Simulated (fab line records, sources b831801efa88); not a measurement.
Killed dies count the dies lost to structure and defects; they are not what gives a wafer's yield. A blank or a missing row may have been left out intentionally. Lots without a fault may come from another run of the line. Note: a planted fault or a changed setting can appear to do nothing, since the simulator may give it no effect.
Which tool is to blame? | flow sky130 | 15 lots, 45 wafers sampled, at 4 steps of a route of 708

## WHAT THE GAUGES READ, wafer by wafer
Not one reading of a measure or inspect step in the record can be checked against a usual standard deviation.

## WHICH TOOL RAN EACH LOT (tool, then ch and the chambers of the sampled wafers, then the start)
lot  | SKY_SD_P_STRIP_10                    | SKY_LI_CONTACT_SOFTBAKE_08                   | SKY_LOCAL_INTERCONNECT_SPUTTER_00 | SKY_LOCAL_INTERCONNECT_PEB_09
L649 | plasma-asher-04 ch 0,1, day 25 12:26 | litho-track-01 ch 0, day 29 06:15 or earlier | pvd-sputter-03, day 29 06:15      | litho-track-04 ch 0, day 30 10:00
L650 | plasma-asher-02 ch 0,1, day 25 23:52 | litho-track-02 ch 0, day 29 17:11 or earlier | pvd-sputter-04, day 29 17:11      | litho-track-02 ch 0, day 30 20:00
L651 | plasma-asher-02 ch 0,1, day 26 10:13 | litho-track-03 ch 0, day 30 02:15 or earlier | pvd-sputter-02, day 30 02:15      | litho-track-02 ch 0, day 31 05:00
L652 | plasma-asher-02 ch 0,1, day 26 17:26 | litho-track-01 ch 0, day 30 10:16 or earlier | pvd-sputter-02, day 30 10:16      | litho-track-01, day 31 13:00
L653 | plasma-asher-01 ch 0,1, day 27 06:22 | litho-track-01 ch 0, day 30 21:53 or earlier | pvd-sputter-02, day 30 21:53      | litho-track-04, day 32 00:00
L654 | plasma-asher-01 ch 0,1, day 27 11:59 | litho-track-01 ch 0, day 31 12:11 or earlier | pvd-sputter-02, day 31 12:11      | litho-track-02, day 32 15:00
L662 | plasma-asher-04 ch 0,1, day 30 18:20 | litho-track-03 ch 0, day 34 06:47 or earlier | pvd-sputter-04, day 34 06:47      | litho-track-02 ch 0, day 35 09:00
L665 | plasma-asher-04 ch 0,1, day 31 05:40 | litho-track-01 ch 0, day 34 17:35 or earlier | pvd-sputter-04, day 34 17:35      | litho-track-04 ch 0, day 35 20:00
L664 | plasma-asher-01 ch 0,1, day 31 06:47 | litho-track-01 ch 0, day 34 19:31 or earlier | pvd-sputter-04, day 34 19:31      | litho-track-04 ch 0, day 35 21:00
L666 | plasma-asher-02 ch 0,1, day 31 11:35 | litho-track-03 ch 0, day 34 22:15 or earlier | pvd-sputter-04, day 34 22:15      | litho-track-04 ch 0, day 36 00:00
L668 | plasma-asher-02 ch 0,1, day 32 02:53 | litho-track-03 ch 0, day 35 14:51 or earlier | pvd-sputter-02, day 35 14:51      | litho-track-04 ch 0, day 36 18:00
L669 | plasma-asher-01 ch 0,1, day 32 10:25 | litho-track-03 ch 0, day 35 20:58 or earlier | pvd-sputter-04, day 35 20:58      | litho-track-04 ch 0, day 36 23:00
L670 | plasma-asher-01 ch 0,1, day 32 20:44 | litho-track-02 ch 0, day 36 08:18 or earlier | pvd-sputter-04, day 36 08:18      | litho-track-01 ch 0, day 37 11:00
L671 | plasma-asher-01 ch 0, day 33 03:53   | litho-track-01 ch 0, day 36 15:03 or earlier | pvd-sputter-03, day 36 15:03      | litho-track-02 ch 0, day 37 16:00
L672 | plasma-asher-01 ch 0,1, day 33 05:11 | litho-track-02 ch 0, day 36 15:57 or earlier | pvd-sputter-03, day 36 15:57      | litho-track-01 ch 0, day 37 17:00
- SKY_SD_P_STRIP_10: strips in O2/N2.
- SKY_LI_CONTACT_SOFTBAKE_08: time 92.71 s.
- SKY_LOCAL_INTERCONNECT_SPUTTER_00: material TiN, target thk 100 nm, time 83.3 s.
- SKY_LOCAL_INTERCONNECT_PEB_09

## AS READ BY THE TOOLS THEMSELVES (means over the sampled wafers that have a number; for cases with no such wafer, the mark the record gives instead)
SKY_SD_P_STRIP_10. Usual: drypump-motor-current-A 5.42 A, standard deviation 0.3; n2-flow-sccm 300.2 sccm, standard deviation 0.92; oes-product-au 0.618 a.u., standard deviation 0.0046; strip-time-to-endpoint-s 17.57 s, standard deviation 0.035.
lot  | tool            | drypump-motor-current-A (A) | n2-flow-sccm (sccm) | oes-product-au (a.u.) | strip-time-to-endpoint-s (s) | flag
L649 | plasma-asher-04 | 5.26                        | 300.4               | 0.616                 | 17.51                        |
L650 | plasma-asher-02 | 5.63                        | 299.7               | 0.622                 | 17.57                        |
L651 | plasma-asher-02 | 5.39                        | 300.0               | 0.618                 | 17.55                        |
L652 | plasma-asher-02 | 5.40                        | 300.4               | 0.617                 | 17.56                        |
L653 | plasma-asher-01 | 5.44                        | 300.0               | 0.623                 | 17.57                        |
L654 | plasma-asher-01 | 5.31                        | 300.4               | 0.618                 | 17.61                        |
L662 | plasma-asher-04 | 5.26                        | 299.2               | 0.615                 | 17.58                        |
L665 | plasma-asher-04 | 5.28                        | 300.4               | 0.611                 | 17.61                        |
L664 | plasma-asher-01 | 5.30                        | 299.3               | 0.616                 | 17.58                        |
L666 | plasma-asher-02 | 5.38                        | 300.3               | 0.619                 | 17.59                        |
L668 | plasma-asher-02 | 5.63                        | 300.3               | 0.618                 | 17.50                        |
L669 | plasma-asher-01 | 5.44                        | 299.8               | 0.616                 | 17.59                        |
L670 | plasma-asher-01 | 5.45                        | 300.7               | 0.621                 | 17.57                        |
L671 | plasma-asher-01 | 5.57                        | 301.3               | 0.620                 | 17.59                        |
L672 | plasma-asher-01 | 5.44                        | 298.5               | 0.615                 | 17.60                        |

SKY_LI_CONTACT_SOFTBAKE_08. Usual: plate-sensor-t-centre-C 100.88 C, standard deviation 0.0096; plate-sensor-t-edge-C 100.95 C, standard deviation 0.0095.
lot  | tool           | plate-sensor-t-centre-C (C) | plate-sensor-t-edge-C (C) | flag
L649 | litho-track-01 | 100.90                      | 100.95                    |
L650 | litho-track-02 | 100.88                      | 100.94                    |
L651 | litho-track-03 | 100.88                      | 100.95                    |
L652 | litho-track-01 | 100.88                      | 100.95                    |
L653 | litho-track-01 | 100.87                      | 100.96                    |
L654 | litho-track-01 | 100.88                      | 100.95                    |
L662 | litho-track-03 | 100.88                      | 100.95                    |
L665 | litho-track-01 | 100.89                      | 100.96                    |
L664 | litho-track-01 | 100.88                      | 100.95                    |
L666 | litho-track-03 | 100.89                      | 100.96                    |
L668 | litho-track-03 | 100.89                      | 100.96                    |
L669 | litho-track-03 | 100.87                      | 100.95                    |
L670 | litho-track-02 | 100.88                      | 100.96                    |
L671 | litho-track-01 | 100.88                      | 100.95                    |
L672 | litho-track-02 | 100.88                      | 100.96                    |

SKY_LOCAL_INTERCONNECT_SPUTTER_00. Usual: 29.7 % for throttle-valve-pct, sd 0.65.
lot  | tool           | throttle-valve-pct (%) | flag
L649 | pvd-sputter-03 | 30.1                   |
L650 | pvd-sputter-04 | 29.2                   |
L651 | pvd-sputter-02 | 30.2                   |
L652 | pvd-sputter-02 | 30.3                   |
L653 | pvd-sputter-02 | 30.4                   |
L654 | pvd-sputter-02 | 29.5                   |
L662 | pvd-sputter-04 | 29.2                   |
L665 | pvd-sputter-04 | 29.3                   |
L664 | pvd-sputter-04 | 29.3                   |
L666 | pvd-sputter-04 | 29.2                   |
L668 | pvd-sputter-02 | 29.5                   |
L669 | pvd-sputter-04 | 29.3                   |
L670 | pvd-sputter-04 | 29.0                   |
L671 | pvd-sputter-03 | 30.6                   |
L672 | pvd-sputter-03 | 29.6                   |

SKY_LOCAL_INTERCONNECT_PEB_09. Usual: 44.9 Pa for exhaust-pa, sd 0.9.
lot  | tool           | exhaust-pa (Pa) | flag
L649 | litho-track-04 | 46.1            |
L650 | litho-track-02 | 44.2            |
L651 | litho-track-02 | 44.5            |
L652 | litho-track-01 | -               | OFF
L653 | litho-track-04 | -               | OFF
L654 | litho-track-02 | -               | OFF
L662 | litho-track-02 | 44.5            |
L665 | litho-track-04 | 44.4            |
L664 | litho-track-04 | 44.2            |
L666 | litho-track-04 | 44.2            |
L668 | litho-track-04 | 45.2            |
L669 | litho-track-04 | 43.7            |
L670 | litho-track-01 | 44.6            |
L671 | litho-track-02 | 45.1            |
L672 | litho-track-01 | 45.1            |

## THE ANSWER, worked out from the rows above alone
Rule: a lot counts as off when the mean over its wafers that have a number is more than 3 standard deviations away from the usual mean. A lot without any number at a reading at which 4 lots or more have one is off too. The other lots that the step has rows for count as sound. The gauges are gone through in route order, then the tools' own readings, and for those a lot's mean is taken as printed above. The first step at which some lot is off is used, and at that step the reading that is off furthest; a lot without a number counts as furthest.
Off, at SKY_LOCAL_INTERCONNECT_PEB_09 on exhaust-pa: L652, L653, L654. Without a number there: L652, L653, L654.
A tool fits if, at that step or a process step before it, it ran every lot that is off, and no sound lot after the first of them. With no start given for some of its lots, SKY_LI_CONTACT_SOFTBAKE_08 uses the hours and lot order of SKY_LOCAL_INTERCONNECT_SPUTTER_00. No candidate that was tried fits.

## WHAT THE SIMULATOR PUT IN
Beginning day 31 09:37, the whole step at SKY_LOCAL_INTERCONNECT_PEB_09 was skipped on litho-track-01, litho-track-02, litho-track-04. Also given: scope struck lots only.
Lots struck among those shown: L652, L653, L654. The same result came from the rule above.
